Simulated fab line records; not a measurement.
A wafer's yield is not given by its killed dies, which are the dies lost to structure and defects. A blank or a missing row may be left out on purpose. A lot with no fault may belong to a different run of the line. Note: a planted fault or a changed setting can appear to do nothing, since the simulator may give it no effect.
fab line records + flow sky130 + part 2 of 2: steps 44 to 44 of 44
record:
- lots: 5
- wafers: 15
- lastDay: 50
route steps=708 shown VIA3@593 METAL4@598 CAP2M@603 PAD_OPEN@708
lots untouched by any fault: they come from a run of this same line in which no faults occurred
startH: the number of hours between the record's first day and the start of the first shown wafer of the lot + waitH: hours since the lot's step before + " unchanged from the row above + L1.1+2: one row covering several wafers at once + - either no value or no given start + * or withheld: withheld + < > ~ a bound
route shown NAME@n: NAME is a module with steps in the file, n the number in the route of the first one + usual: mean/standard deviation of fault-free wafers + same: alike in all rows + chamber/n: place in a boat + sites: per-site readings + _std_site: standard deviation across them + _edge_site: outer sites' mean less inner sites' + radiusMm: for every site, how far away it sits from the centre of the wafer + mask NAME#n: copy n + behind: the tool/chamber that last shaped the wafer + hold: cause of the lot's hold/its duration in hours/its outcome + device: the n, p or np transistor that did not switch + end of line: at the end of the route, the tests of the same wafers + a step without rows: its recipe alone + killed: at the first sort, the dies lost to defects and structure; wafer yield is something else + map: per-die view of a wafer (x killed, . not killed, _ where there is no die)
set.NAME: the run value of the setting; set.NAME@STEP: its run value at that earlier step + model.NAME: the simulator's own value behind a step, which no gauge read
certain route steps with their lots: each step a table, each wafer a row
services: from which hour (startH, from the record's first day; less than 0 if before it) a tool's chamber was out of use, for how many hours, and why
== steps ==
step: SKY_PAD_OPEN_PROBE_99
usual:
- defectLimitedYield: 82.3/1.8
- killed_at_M0_to_M3: 43/6.9
- killed_at_M4_up: 3.2/1.6
- killedAtContacts: 25/5.1
- killedAtFrontEnd: 16/4.5
- killedAtOther: 0.3/0.68
- killedDies: 87/8.9
- killedOnRim: 16/3.6
- killedOpen: 48/6.9
- killedShort: 39/6.3
same:
- grossDies: 492
- killedAtBackSide: 0
| lot.wafer | tool      | chamber | startH  | waitH | defectLimitedYield[%] | killed_at_M0_to_M3 | killed_at_M4_up | killedAtContacts | killedAtFrontEnd | killedAtOther | killedDies | killedOnRim | killedOpen | killedShort | model.etest.met4.lineOhmUm | model.etest.via4Chain.rcOhm | model.etest.tester.sortNPass | model.etest.met4.rsOhmSq | model.etest.tester.sortYieldPct | model.etest.met4.rsOhmSqRimLessCentre | model.etest.tester.sort_bin_4_pct | model.etest.tester.sort_bin_3_pct |
|-----------|-----------|---------|---------|-------|-----------------------|--------------------|-----------------|------------------|------------------|---------------|------------|-------------|------------|-------------|----------------------------|-----------------------------|------------------------------|--------------------------|---------------------------------|---------------------------------------|-----------------------------------|-----------------------------------|
| L389.2    | prober-02 | -       | 1131.62 | 0.1   | 83.1                  | 39                 | 1               | 24               | 19               | 0             | 83         | 14          | 43         | 40          | 0.1395                     | 0.8164                      | 409                          | 0.04255                  | 83.13                           | -0.000492                             | 0                                 | 0.6098                            |
| L389.5    | prober-02 | -       | 1131.77 | 0.2   | 82.5                  | 48                 | 4               | 23               | 11               | 0             | 86         | 20          | 43         | 43          | 0.1424                     | 0.8092                      | 406                          | 0.04305                  | 82.52                           | -0.0001998                            | 0                                 | 1.22                              |
| L389.6    | prober-02 | -       | 1131.82 | 0.2   | 78.9                  | 47                 | 5               | 31               | 21               | 0             | 104        | 25          | 59         | 45          | 0.1398                     | 0.8023                      | 388                          | 0.04241                  | 78.86                           | -2.495e-06                            | 0                                 | 1.22                              |
| L391.4    | prober-02 | -       | 1142.10 | 0.2   | 80.1                  | 49                 | 5               | 26               | 18               | 0             | 98         | 12          | 51         | 47          | 0.1436                     | 0.8082                      | 394                          | 0.04288                  | 80.08                           | -2.695e-05                            | 0                                 | 1.626                             |
| L391.5    | prober-02 | -       | 1142.15 | 0.2   | 82.7                  | 40                 | 3               | 31               | 10               | 1             | 85         | 16          | 53         | 32          | 0.1424                     | 0.7533                      | 407                          | 0.04246                  | 82.72                           | -0.000776                             | 0                                 | 0.6098                            |
| L391.6    | prober-02 | -       | 1142.20 | 0.2   | 83.3                  | 44                 | 2               | 23               | 13               | 0             | 82         | 20          | 51         | 31          | 0.1424                     | 0.7974                      | 410                          | 0.04282                  | 83.33                           | 0.0001046                             | 0                                 | 0.813                             |
| L394.1    | prober-01 | -       | 1164.83 | 0.1   | 86.0                  | 35                 | 2               | 20               | 12               | 0             | 69         | 15          | 34         | 35          | 0.1398                     | 0.7963                      | 423                          | 0.04217                  | 85.98                           | -0.001013                             | 0                                 | 1.22                              |
| L394.2    | prober-01 | -       | 1164.88 | 0.1   | 85.2                  | 32                 | 3               | 27               | 11               | 0             | 73         | 8           | 43         | 30          | 0.1371                     | 0.8243                      | 419                          | 0.04191                  | 85.16                           | 0.0001594                             | 0                                 | 0.4065                            |
| L394.3    | prober-01 | -       | 1164.93 | 0.2   | 86.0                  | 36                 | 4               | 21               | 8                | 0             | 69         | 14          | 37         | 32          | 0.1409                     | 0.7797                      | 423                          | 0.04242                  | 85.98                           | 0.0001451                             | 0                                 | 0.4065                            |
| L403.1    | prober-01 | -       | 1204.49 | 0.1   | 82.1                  | 40                 | 0               | 32               | 16               | 0             | 88         | 14          | 46         | 42          | 0.1423                     | 0.811                       | 404                          | 0.04296                  | 82.11                           | -0.0005999                            | 0                                 | 1.22                              |
| L403.4    | prober-01 | -       | 1204.64 | 0.2   | 79.9                  | 47                 | 3               | 25               | 24               | 0             | 99         | 16          | 53         | 46          | 0.1386                     | 0.7932                      | 393                          | 0.04246                  | 79.88                           | -1.86e-05                             | 0                                 | 1.423                             |
| L403.5    | prober-01 | -       | 1204.69 | 0.2   | 83.5                  | 35                 | 1               | 28               | 17               | 0             | 81         | 20          | 39         | 42          | 0.1384                     | 0.8128                      | 411                          | 0.04184                  | 83.54                           | 0.0002834                             | 0                                 | 0.6098                            |
| L402.1    | prober-02 | -       | 1204.88 | 0.1   | 82.7                  | 55                 | 5               | 16               | 9                | 0             | 85         | 16          | 51         | 34          | 0.1389                     | 0.7885                      | 407                          | 0.04267                  | 82.72                           | -0.0002102                            | 0                                 | 0.813                             |
| L402.4    | prober-02 | -       | 1205.03 | 0.2   | 82.3                  | 52                 | 1               | 23               | 11               | 0             | 87         | 13          | 46         | 41          | 0.1416                     | 0.7739                      | 405                          | 0.04257                  | 82.32                           | 0.0006471                             | 0                                 | 0                                 |
| L402.5    | prober-02 | -       | 1205.08 | 0.2   | 57.7                  | 53                 | 4               | 31               | 9                | 111           | 208        | 34          | 55         | 43          | 744.4                      | 557                         | 0                            | 227.7                    | 0                               | -78.73                                | 57.72                             | 23.37                             |
killed by level:class
L389.2 CONTACT:geometricParticle:open=9 VIA1:geometricParticle:open=9 POLY_GATE:geometricParticle:short=8 METAL2:geometricParticle:short=8 VIA2:geometricParticle:open=7 VIA3:geometricParticle:open=7 CONTACT:geometricParticle:short=6 FIELD_ISO:geometricParticle:short=4
L389.5 VIA1:geometricParticle:open=13 METAL2:geometricParticle:short=9 CONTACT:geometricParticle:open=8 VIA1:geometricParticle:short=6 LI_CONTACT:geometricParticle:open=5 VIA2:geometricParticle:open=5 CONTACT:geometricParticle:short=4 VIA3:geometricParticle:open=4
L389.6 CONTACT:geometricParticle:open=13 VIA1:geometricParticle:open=12 VIA3:geometricParticle:open=8 VIA2:geometricParticle:open=7 LI_CONTACT:geometricParticle:open=7 POLY_GATE:geometricParticle:open=6 CONTACT:geometricParticle:short=6 VIA1:geometricParticle:short=6
L391.4 VIA1:geometricParticle:open=13 LI_CONTACT:geometricParticle:open=9 FIELD_ISO:geometricParticle:short=7 VIA2:geometricParticle:open=7 CONTACT:geometricParticle:open=7 METAL2:geometricParticle:short=7 METAL1:geometricParticle:short=6 FIELD_ISO:geometricParticle:open=5
L391.5 CONTACT:geometricParticle:open=16 VIA1:geometricParticle:open=10 VIA3:geometricParticle:open=7 LI_CONTACT:geometricParticle:open=6 VIA1:geometricParticle:short=5 VIA2:geometricParticle:open=5 CONTACT:geometricParticle:short=4 VIA2:geometricParticle:short=4
L391.6 VIA1:geometricParticle:open=11 LI_CONTACT:geometricParticle:open=10 CONTACT:geometricParticle:open=8 VIA2:geometricParticle:open=7 VIA3:geometricParticle:open=7 FIELD_ISO:geometricParticle:short=4 METAL2:geometricParticle:short=4 POLY_GATE:geometricParticle:short=3
L394.1 VIA1:geometricParticle:open=9 CONTACT:geometricParticle:open=5 METAL2:geometricParticle:short=5 POLY_GATE:geometricParticle:short=4 LI_CONTACT:geometricParticle:short=4 LI_CONTACT:geometricParticle:open=4 CONTACT:geometricParticle:short=4 METAL1:geometricParticle:short=4
L394.2 LI_CONTACT:geometricParticle:open=10 VIA2:geometricParticle:open=10 CONTACT:geometricParticle:open=8 METAL2:geometricParticle:short=6 POLY_GATE:geometricParticle:open=5 LOCAL_INTERCONNECT:geometricParticle:short=4 METAL1:geometricParticle:short=4 VIA3:geometricParticle:open=4
L394.3 VIA2:geometricParticle:open=9 VIA3:geometricParticle:open=9 LI_CONTACT:geometricParticle:short=8 LI_CONTACT:geometricParticle:open=7 METAL4:geometricParticle:short=4 CONTACT:geometricParticle:open=3 METAL1:geometricParticle:short=3 VIA1:geometricParticle:short=3
L403.1 CONTACT:geometricParticle:open=12 LI_CONTACT:geometricParticle:open=8 METAL1:geometricParticle:short=8 VIA2:geometricParticle:open=7 CONTACT:geometricParticle:short=6 VIA1:geometricParticle:open=6 VIA1:geometricParticle:short=6 FIELD_ISO:geometricParticle:short=4
L403.4 CONTACT:geometricParticle:open=12 FIELD_ISO:geometricParticle:short=10 METAL1:geometricParticle:short=9 FIELD_ISO:geometricParticle:open=8 LI_CONTACT:geometricParticle:open=8 VIA3:geometricParticle:open=7 VIA2:geometricParticle:open=7 VIA1:geometricParticle:short=6
L403.5 CONTACT:geometricParticle:open=13 VIA1:geometricParticle:open=8 FIELD_ISO:geometricParticle:short=7 LOCAL_INTERCONNECT:geometricParticle:short=5 VIA1:geometricParticle:short=5 VIA3:geometricParticle:open=5 LI_CONTACT:geometricParticle:open=4 CONTACT:geometricParticle:short=4
L402.1 VIA2:geometricParticle:open=15 CONTACT:geometricParticle:open=10 METAL1:geometricParticle:short=8 VIA1:geometricParticle:short=8 VIA1:geometricParticle:open=8 METAL4:geometricParticle:short=5 POLY_GATE:geometricParticle:open=4 METAL2:geometricParticle:short=4
L402.4 VIA2:geometricParticle:open=9 VIA1:geometricParticle:open=9 CONTACT:geometricParticle:open=8 LI_CONTACT:geometricParticle:open=7 VIA2:geometricParticle:short=7 VIA1:geometricParticle:short=6 VIA3:geometricParticle:open=6 METAL2:geometricParticle:short=5
L402.5 CAP2M:areaEtch=110 CONTACT:geometricParticle:open=13 LI_CONTACT:geometricParticle:open=10 VIA2:geometricParticle:open=10 METAL1:geometricParticle:short=8 VIA1:geometricParticle:open=8 METAL2:geometricParticle:short=6 VIA3:geometricParticle:open=6
map L402.5 (x killed, . not)
__________x.x...x..._________
________x.xxx.x......._______
______..x.x......xx..xxx_____
_____xxx..xxxx.xxxxx.x...____
____.xx..xxxxxxxxxxx....x.___
___..x.x.xxx.xxxx.xx.x.x...__
__xx.x.xx.x..xx.x.x.xx......_
_.xx...x.xxxxxxxxx.xxx...x.xx
_..x..x.x....xxxx.xxxx...x...
_x....x.x.x.xxx.xx.xxx.x....x
_.xxxxx.xxxxxxx.xxx..xx.....x
_..x.x...x.xx..xxxx...x..x.x.
_.....xxxx..xxx....x.x.......
_..x.xxxx.xx.....x...x.......
_..x...xx..xxxx........x.....
__....xx........xx.xx.x...x._
___.....xx...x.x.....xx..xx__
____.xxx...x.x...xxx...x.x___
_____...x.x..............____
______.....x.......x...x_____
________.xx..x.x.x.x.x_______
__________x.....x.x._________
map L394.2 (x killed, . not)
__________.......x.._________
________xx............_______
______....x.....xx..x..._____
_____......x.............____
____......x....x..........___
___......x............x....__
__...xx..................x.._
_......x.....x...x.x..x......
_.x.x...........x...x........
_............x............x..
_.x.........x..x.x......xx..x
_....xx....x..xx.......x.....
_..x..xx.x...........x.......
_...xxxx.x......x.x..x.....x.
_.x..........x..........x....
__........x.......x......x.._
___...x.x..................__
____..........x....x......___
_____....x...........xx..____
______.............x...._____
________....xx..x...xx_______
__________........x._________
== services ==
| tool           | chamber | startH  | hours | kind          |
|----------------|---------|---------|-------|---------------|
| rieMetal-02    | -       | 973.37  | 0.6   | repair        |
| pvdSputter-04  | -       | 975.56  | 4.8   | repair        |
| rieMetal-04    | 0       | 985.94  | 1.2   | repair        |
| rieMetal-02    | 1       | 988.39  | -     | clean         |
| rieMetal-02    | 1       | 988.39  | 12.7  | scheduledDown |
| rieMetal-02    | 1       | 988.39  | 12.7  | ventCycle     |
| wetBench-04    | -       | 990.10  | 4.7   | repair        |
| wetBench-02    | -       | 995.12  | 0.5   | repair        |
| pvdSputter-02  | -       | 995.26  | 0.9   | repair        |
| wetBench-04    | -       | 1004.71 | 2.2   | repair        |
| pvdSputter-03  | -       | 1026.05 | 0.8   | repair        |
| pvdSputter-04  | -       | 1039.09 | 1.9   | repair        |
| rieMetal-02    | 1       | 1045.82 | 5.2   | repair        |
| plasmaAsher-04 | -       | 1055.25 | 9.0   | pm            |
| plasmaAsher-04 | 0       | 1055.25 | 9.0   | ventCycle     |
| plasmaAsher-04 | 1       | 1055.25 | 9.0   | ventCycle     |
| pvdSputter-01  | -       | 1064.13 | 2.9   | repair        |
| plasmaAsher-04 | 0       | 1064.25 | -     | clean         |
| plasmaAsher-04 | 1       | 1064.25 | -     | clean         |
| plasmaAsher-01 | -       | 1090.32 | 3.4   | repair        |
== key ==
firstSign:
- step: SKY_CAP2M_RS_MEAS_03
- reading: CAP2M_TIN_RS
- direction: down
- sigmas: 12
- usual: 6.91
- struck: 6.01
effect:
- step: SKY_CAP2M_THK_MEAS_04
- reading: CAP2M_TIN_THK
- direction: up
- sigmas: 14
- usual: 201.8
- struck: 232.7
effect:
- step: SKY_CAP2M_METAL_ETCH_13
- reading: oesProductAu
- direction: up
- sigmas: 7.1
- usual: 0.941
- struck: 0.999
effect:
- step: SKY_PAD_OPEN_PROBE_99
- reading: killedAtOther
- direction: up
- sigmas: 99+
- usual: 0.3
- struck: 111
modelEffect:
- step: SKY_CAP2M_SPUTTER_02
- value: TiN_of_CAP2M_SPUTTER_02.thkNm
- without: 198.5
- struck: 229.8
modelEffect:
- step: SKY_METAL4_STRIP_20
- value: TiN_of_CAP2M_SPUTTER_02.thkNm
- without: 197.7
- struck: 228.9
modelEffect:
- step: SKY_PAD_OPEN_PROBE_99
- value: etest.met4.lineOhmUm
- without: 0.1406
- struck: 744.4
moreKillsBornAt:
- SKY_CAP2M_METAL_ETCH_13@rieMetal-02: 110
metAt SKY_CAP2M_SPUTTER_02
struckWafers L402.5
onsetBetween 1030.27 1081.66
fault:
- kind: processParameterDrift
- tool: pvdSputter-01
- chamber: -
- onsetH: 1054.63
- steps: SKY_CAP2M_SPUTTER_02
- channel: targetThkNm
- offset: 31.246
- shape: step
- endH: 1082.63
- scope: struckWafersOnly
- actsIn: theseRecipesOnly
- stated: 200
